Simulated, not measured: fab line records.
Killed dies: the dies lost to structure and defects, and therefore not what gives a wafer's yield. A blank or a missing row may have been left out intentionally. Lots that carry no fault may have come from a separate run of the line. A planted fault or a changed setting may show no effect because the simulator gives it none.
Code-filled problem report in 8D (eight disciplines) form | flow sky130 | the parts of the form that need people (team, actions taken, sign-off) are left out

== 1. THE ISSUE ==
Wafers with no fault read 0.998 a.u. with a standard deviation of 0.0077, whereas oes product au at SKY_FIELD_ISO_ETCH_17 reads a mean of 1.126 a.u. on 1 wafer of 1 lot. Relative to the usual mean, that is a shift of +17 standard deviations.
The step: etches Si in HBr/Cl2/O2, target depth 342 nm, time 97.7 s.
First seen on wafer L640.4, day 6 17:59, on rie si-01. Wafers with a number at this step in the record: 15, from 5 lots. Rule for "out", or "out of limits": more than 4 standard deviations from the usual mean. The other wafers with a number count as sound.

== 2. WHAT IT IS, AND WHAT IT ISN'T ==
question                    | is                                 | is not
which readings at this step | oes product au, throttle valve pct | drypump motor current A
which lots                  | L640                               | L621, L633, L634, L639
which wafers of those lots  | L640.4                             | L640.2, L640.5
read on which tools         | rie si-01                          | rie si-02
when                        | from day 6 17:59                   | up to then (14 sound wafers)

== 3. WHAT RULES OUT EACH SUSPECT ==
Counting: if a tool at a process step up to the reading ran every lot that is out, it stays a suspect. Sound lots after the first of them don't rule it out here, since some wafers of a struck lot are sound.
- rie diel-01 at SKY_FIELD_ISO_ETCH_14 (etches BARC in N2/H2, stops on SiO2, time 45.9 s, target depth 60 nm): kept. The lot that is out, L640, ran on it at day 6 17:47; the last sound lot it ran before that was L639, at day 6 15:13.
- rie diel-01 at SKY_FIELD_ISO_ETCH_15 (etches the open film in CHF3/O2, stops on Si, target depth 180 nm, time 72 s): kept. The lot that is out, L640, ran on it at day 6 17:50; the last sound lot it ran before that was L639, at day 6 15:16.
- plasma asher-02 at SKY_FIELD_ISO_STRIP_16 (strips in O2/N2): kept. The lot that is out, L640, ran on it at day 6 17:53; the last sound lot it ran before that was L633, at day 5 04:53.
- rie si-01 at SKY_FIELD_ISO_ETCH_17 (etches Si in HBr/Cl2/O2, target depth 342 nm, time 97.7 s): kept. The lot that is out, L640, ran on it at day 6 17:59; the last sound lot it ran before that was L634, at day 5 18:20. On those wafers its own readings are out: oes product au, throttle valve pct.
- Within rie diel-01 at SKY_FIELD_ISO_ETCH_14: the wafers that are out ran in chamber 2; their sound lot-mates ran in chambers 1, 3.
- Within rie diel-01 at SKY_FIELD_ISO_ETCH_15: the wafers that are out ran in chamber 2; their sound lot-mates ran in chambers 1, 3.
- Within rie si-01 at SKY_FIELD_ISO_ETCH_17: the wafers that are out ran in chamber 0; their sound lot-mates ran in chamber 2.
Left after counting: rie diel-01 at SKY_FIELD_ISO_ETCH_14, rie diel-01 at SKY_FIELD_ISO_ETCH_15, plasma asher-02 at SKY_FIELD_ISO_STRIP_16, rie si-01 at SKY_FIELD_ISO_ETCH_17.

== 4. THE CAUSE (what the simulator had put in) ==
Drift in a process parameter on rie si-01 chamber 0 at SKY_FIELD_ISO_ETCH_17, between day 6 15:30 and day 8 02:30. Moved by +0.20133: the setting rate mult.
4 suspects survive the count, and this tool is in that group.

== 5. THE CHAIN OF EFFECTS, in route order ==
Rows list readings where the struck wafers' mean (over those with a number) sits beyond 3 standard deviations from the usual. Only readings for which the record gives a usual standard deviation are gone through. hours: the time from each lot's start at the first step in this table that gives one to its start at this step, as a median over the lots. sigmas: the change in usual standard deviations.
hours | step                  | reading            | usual      | on struck wafers | change | sigmas
0     | SKY_FIELD_ISO_ETCH_17 | oes product au     | 0.998 a.u. | 1.126            | +0.128 | +17
0     | SKY_FIELD_ISO_ETCH_17 | throttle valve pct | 25.658 %   | 25.568           | -0.090 | -9.0
It contains these process steps:
- SKY_FIELD_ISO_ETCH_17: etches Si in HBr/Cl2/O2, target depth 342 nm, time 97.7 s.
At these later measuring or inspecting steps, every struck wafer for which the step has a row has a number for every such reading, and none has moved that far: SKY_FIELD_ISO_THK_MEAS_23, SKY_FIELD_ISO_THK_MEAS_25.

== 6. WHAT WOULD HAVE CAUGHT IT SOONER ==
2 hours passed between the start of the fault at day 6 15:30 and the first reading out of limits in this record, taken at day 6 17:59.
